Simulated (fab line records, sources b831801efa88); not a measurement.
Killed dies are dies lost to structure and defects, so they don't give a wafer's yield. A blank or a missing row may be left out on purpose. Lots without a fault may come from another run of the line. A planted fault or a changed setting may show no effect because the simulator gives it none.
Chamber matching | flow sky130 | SKY_CONTACT_ETCH_16 on rie_diel-02: 4 sister chambers
The step etches BARC in N2/H2, stops on SiO2, time 45.9 s, target depth 60 nm. 4 wafers are shown with their chamber, then 8 later ones without.

WAFERS WITH THEIR CHAMBER
wafer  | chamber | chamber_pressure_mTorr (mTorr)
L085.4 | 1       | 30.056
L090.3 | 3       | 29.964
L090.6 | 0       | 30.038
L093.1 | 2       | 30.000

WAFERS WITHOUT THEIR CHAMBER
wafer  | chamber_pressure_mTorr (mTorr)
L093.3 | 30.058
L093.4 | 30.008
L092.1 | 29.970
L092.4 | 30.008
L092.5 | 30.024
L096.2 | 29.995
L096.3 | 29.991
L096.5 | 29.989

WHICH CHAMBER EACH WENT THROUGH
wafer  | from the rows above     | in truth
L093.3 | 1                       | 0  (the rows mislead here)
L093.4 | 2                       | 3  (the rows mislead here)
L092.1 | 3                       | 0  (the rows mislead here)
L092.4 | 2                       | 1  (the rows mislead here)
L092.5 | can't be placed: 0 or 2 | 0
L096.2 | 2                       | 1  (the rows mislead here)
L096.3 | 2                       | 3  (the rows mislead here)
L096.5 | can't be placed: 2 or 3 | 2
Placed correctly: 0 of 8. Can't be placed from these rows: 2 (the true chamber is among the candidates in 2). Placed wrongly: 6.
How it was worked out, from the rows above alone: a wafer's distance from a chamber is the root of the sum, over the readings, of the square of ((its reading less the chamber's mean) divided by the reading's scatter). The wafer belongs to the nearest chamber; if the next one is less than 2 further off, it can't be placed. A chamber's mean is the mean of its shown wafers. The scatter: with one shown wafer a chamber, the root of the mean of the squares of how far each hidden wafer lies from its nearest shown one.
